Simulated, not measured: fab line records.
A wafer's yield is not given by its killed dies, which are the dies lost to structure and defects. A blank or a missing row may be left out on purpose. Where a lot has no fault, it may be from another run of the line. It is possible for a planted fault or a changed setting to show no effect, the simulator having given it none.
Problem report, 8D (eight disciplines) form, completed by code	flow sky130	the parts of the form that need people (team, actions taken, sign-off) are left out

1. THE PROBLEM
At SKY_VIA4_SPUTTER_17, cathodeDcPowerW averages 3540.3 W over 9 wafers from 3 lots, while fault-free wafers read 4000.0 W, standard deviation 0.77. That is -99 or more standard deviations from the usual mean.
The step: material TiN, target thk 20 nm, time 80 s.
Earliest sighting: wafer L103.3 on pvdSputter-03 at day 47 03:19. Wafers with a number at this step in the record: 21, from 7 lots. The rule behind "out" and "out of limits": a value lying over 4 standard deviations away from the usual mean. The rest of the wafers with a number are treated as sound.

2. WHAT IT IS AND WHAT IT IS NOT
question	is	is not
which readings at this step	cathodeDcPowerW	throttleValvePct
which lots	L103, L105, L107	L108, L111, L993, L995
which wafers of those lots	all that have a number	-
read on which tools	pvdSputter-03	pvdSputter-01, pvdSputter-02
when	from day 47 03:19	up to then (6 sound wafers); but 6 sound wafers of L108, L111 came after

3. WHAT RULES OUT EACH SUSPECT
Counting: a tool at a process step up to the reading stays a suspect if it ran every lot that is out and no sound lot after the first of them.
- pvdSputter-03 at SKY_VIA4_SPUTTER_17 (material TiN, target thk 20 nm, time 80 s): kept. Every lot that is out went through it, starting with L103 (day 47 03:19), and after that it ran no sound lot; the last sound lot it ran before then is L993 (day 44 14:04). Its own cathodeDcPowerW readings are out on those wafers.
Remaining after the count: pvdSputter-03 at SKY_VIA4_SPUTTER_17.

4. THE CAUSE (what the simulator had put in)
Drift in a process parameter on pvdSputter-03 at SKY_VIA4_SPUTTER_17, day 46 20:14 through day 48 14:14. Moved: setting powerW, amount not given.
This tool alone remained once counting was done.

5. THE CHAIN OF EFFECTS, in route order
Each row: a reading whose mean over the struck wafers that have a number lies more than 3 standard deviations from the usual. Only readings for which the record gives a usual standard deviation are gone through. hours: the time from each lot's start at the first step in this table that gives one to its start at this step, as a median over the lots. sigmas: the change in usual standard deviations.
hours	step	reading	usual	on struck wafers	change	sigmas
0	SKY_VIA4_SPUTTER_17	cathodeDcPowerW	4000.0 W	3540.3	-459.7	-99 or more
Its process steps:
- SKY_VIA4_SPUTTER_17: material TiN, target thk 20 nm, time 80 s.

6. WHAT WOULD HAVE CAUGHT IT SOONER
7 hours passed between the start of the fault at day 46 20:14 and the first reading out of limits in this record, taken at day 47 03:19.
